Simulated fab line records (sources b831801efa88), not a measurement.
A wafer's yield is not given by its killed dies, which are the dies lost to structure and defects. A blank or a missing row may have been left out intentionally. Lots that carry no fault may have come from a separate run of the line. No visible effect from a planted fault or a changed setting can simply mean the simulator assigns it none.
Chamber matching / flow gf180mcu / GF_CONTACT_CVD_00 on hdpcvd-01 has 3 sister chambers
The step deposits SiO2, target thk 300 nm, time 50 s. 3 wafers are shown with their chamber, then 8 later ones without.

== WAFERS WITH THEIR CHAMBER ==
wafer=L232.3; chamber=1; pressure_mtorr (mTorr)=6.004
wafer=L232.5; chamber=0; pressure_mtorr (mTorr)=5.989
wafer=L234.2; chamber=2; pressure_mtorr (mTorr)=6.005

== WAFERS MISSING THEIR CHAMBER ==
wafer=L234.3; pressure_mtorr (mTorr)=5.987
wafer=L234.6; pressure_mtorr (mTorr)=6.017
wafer=L235.1; pressure_mtorr (mTorr)=5.993
wafer=L235.3; pressure_mtorr (mTorr)=6.018
wafer=L235.4; pressure_mtorr (mTorr)=6.002
wafer=L239.2; pressure_mtorr (mTorr)=5.973
wafer=L239.4; pressure_mtorr (mTorr)=5.999
wafer=L239.5; pressure_mtorr (mTorr)=5.981

== WHICH CHAMBER EACH ONE RAN IN ==
wafer=L234.3; from the rows above=can't be placed: 0 or 1 or 2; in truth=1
wafer=L234.6; from the rows above=can't be placed: 2 or 1 or 0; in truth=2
wafer=L235.1; from the rows above=can't be placed: 0 or 1 or 2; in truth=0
wafer=L235.3; from the rows above=can't be placed: 2 or 1 or 0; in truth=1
wafer=L235.4; from the rows above=can't be placed: 1 or 2 or 0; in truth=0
wafer=L239.2; from the rows above=can't be placed: 0 or 1 or 2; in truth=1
wafer=L239.4; from the rows above=can't be placed: 1 or 2 or 0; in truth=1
wafer=L239.5; from the rows above=can't be placed: 0 or 1 or 2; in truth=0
Placed correctly: 0 of 8. These rows do not allow placing 8 (true chamber among the candidates in 8). 0 placed wrongly.
How it was worked out, from the rows above alone: a wafer's distance from a chamber is the root of the sum, over the readings, of the square of ((its reading less the chamber's mean) divided by the reading's scatter). The wafer belongs to the nearest chamber; if the next one is less than 2 further off, it can't be placed. For every chamber, the mean is computed from those of its wafers that are shown. The scatter: with one shown wafer a chamber, the root of the mean of the squares of how far each hidden wafer lies from its nearest shown one.
